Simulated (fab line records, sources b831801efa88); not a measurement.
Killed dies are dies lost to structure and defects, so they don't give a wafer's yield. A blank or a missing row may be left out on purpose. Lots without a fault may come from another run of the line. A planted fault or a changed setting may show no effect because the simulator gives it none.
Which tool did it? | flow sky130 | 12 lots, 36 wafers sampled, at 2 steps of a route of 708

WHAT THE GAUGES READ, wafer by wafer
SKY_SD_P_TW_MEAS_11. Usual: SD_P_TW 2866, standard deviation 21.
lot  | measured     | on            | SD_P_TW        | flag
L278 | day 25 06:35 | film_metro-01 | 2849 2856 2868 |
L279 | day 25 17:54 | film_metro-03 | 2825 2823 2840 |
L280 | day 26 00:03 | film_metro-01 | 2869 2880 2863 |
L282 | day 27 02:21 | film_metro-01 | 2857 2879 2887 |
L284 | day 27 18:04 | film_metro-02 | 2880 2873 2881 |
L285 | day 28 02:54 | film_metro-02 | 2878 2870 2879 |
L288 | day 29 06:15 | film_metro-02 | 2866 2874 2872 |
L295 | day 31 14:39 | film_metro-02 | 2865 2874 2871 |
L296 | day 31 21:38 | film_metro-01 | 2864 2870 2860 |
L298 | day 32 19:46 | film_metro-01 | 2870 2870 2875 |
L301 | day 33 02:18 | film_metro-03 | 2858 2858 2841 |
L300 | day 33 03:41 | film_metro-01 | 2873 2893 2880 |

WHICH TOOL RAN EACH LOT (tool, then ch and the chambers of the sampled wafers, then the start)
lot  | SKY_SPACER_ETCHBACK_02
L278 | rie_diel-02 ch 1,2, day 22 18:38
L279 | rie_diel-01 ch 1,3, day 23 05:07
L280 | rie_diel-02 ch 1,2, day 23 11:47
L282 | rie_diel-02 ch 2,3, day 24 14:26
L284 | rie_diel-02 ch 1,2,3, day 25 06:44
L285 | rie_diel-04 ch 0,1,2, day 25 16:36
L288 | rie_diel-02 ch 0,2,3, day 26 20:37
L295 | rie_diel-01 ch 1,2,3, day 29 06:27
L296 | rie_diel-01 ch 0,1,2, day 29 13:31
L298 | rie_diel-04 ch 1,2,3, day 30 11:37
L301 | rie_diel-02 ch 0,1,3, day 30 18:30
L300 | rie_diel-04 ch 1,3, day 30 20:02
- SKY_SPACER_ETCHBACK_02: etches Si3N4 in CH3F/O2, stops on SiO2, time 46.7 s, target depth 45 nm.

WHAT THE TOOLS THEMSELVES READ (means of the sampled wafers that have a number; where no wafer has one, the mark that the record gives instead)
SKY_SPACER_ETCHBACK_02. Usual: O2_flow_sccm 30.00 sccm, standard deviation 0.09; drypump_motor_current_A 5.7 A, standard deviation 0.33; oes_product_au 0.856 a.u., standard deviation 0.0062; throttle_valve_pct 10.562 %, standard deviation 0.009.
lot  | tool        | O2_flow_sccm (sccm) | drypump_motor_current_A (A) | oes_product_au (a.u.) | throttle_valve_pct (%) | flag
L278 | rie_diel-02 | 30.09               | 5.7                         | 0.857                 | 10.563                 |
L279 | rie_diel-01 | 29.98               | 5.9                         | 0.857                 | 10.557                 |
L280 | rie_diel-02 | 30.08               | 5.7                         | 0.852                 | 10.568                 |
L282 | rie_diel-02 | 30.04               | 5.5                         | 0.856                 | 10.567                 |
L284 | rie_diel-02 | 30.01               | 5.7                         | 0.856                 | 10.565                 |
L285 | rie_diel-04 | 29.95               | 5.7                         | 0.853                 | 10.564                 |
L288 | rie_diel-02 | 30.02               | 5.8                         | 0.865                 | 10.567                 |
L295 | rie_diel-01 | 30.05               | 5.7                         | 0.857                 | 10.561                 |
L296 | rie_diel-01 | 29.98               | 5.5                         | 0.854                 | 10.556                 |
L298 | rie_diel-04 | 29.96               | 5.6                         | 0.854                 | 10.558                 |
L301 | rie_diel-02 | 29.94               | 5.9                         | 0.859                 | 10.563                 |
L300 | rie_diel-04 | 29.91               | 5.7                         | 0.855                 | 10.555                 |

THE ANSWER, worked out from the rows above alone
Rule: a lot is off if the mean of its wafers that have a number lies more than 3 standard deviations from the usual mean. A lot without any number at a reading at which 4 lots or more have one is off too. The other lots that the step has rows for count as sound. The gauges are gone through in route order, then the tools' own readings, and for those a lot's mean is taken as printed above. The first step at which some lot is off is used, and at that step the reading that is off furthest; a lot without a number counts as furthest.
No lot is off at any reading shown: from this, nothing can be told.

WHAT THE SIMULATOR HAD PUT IN
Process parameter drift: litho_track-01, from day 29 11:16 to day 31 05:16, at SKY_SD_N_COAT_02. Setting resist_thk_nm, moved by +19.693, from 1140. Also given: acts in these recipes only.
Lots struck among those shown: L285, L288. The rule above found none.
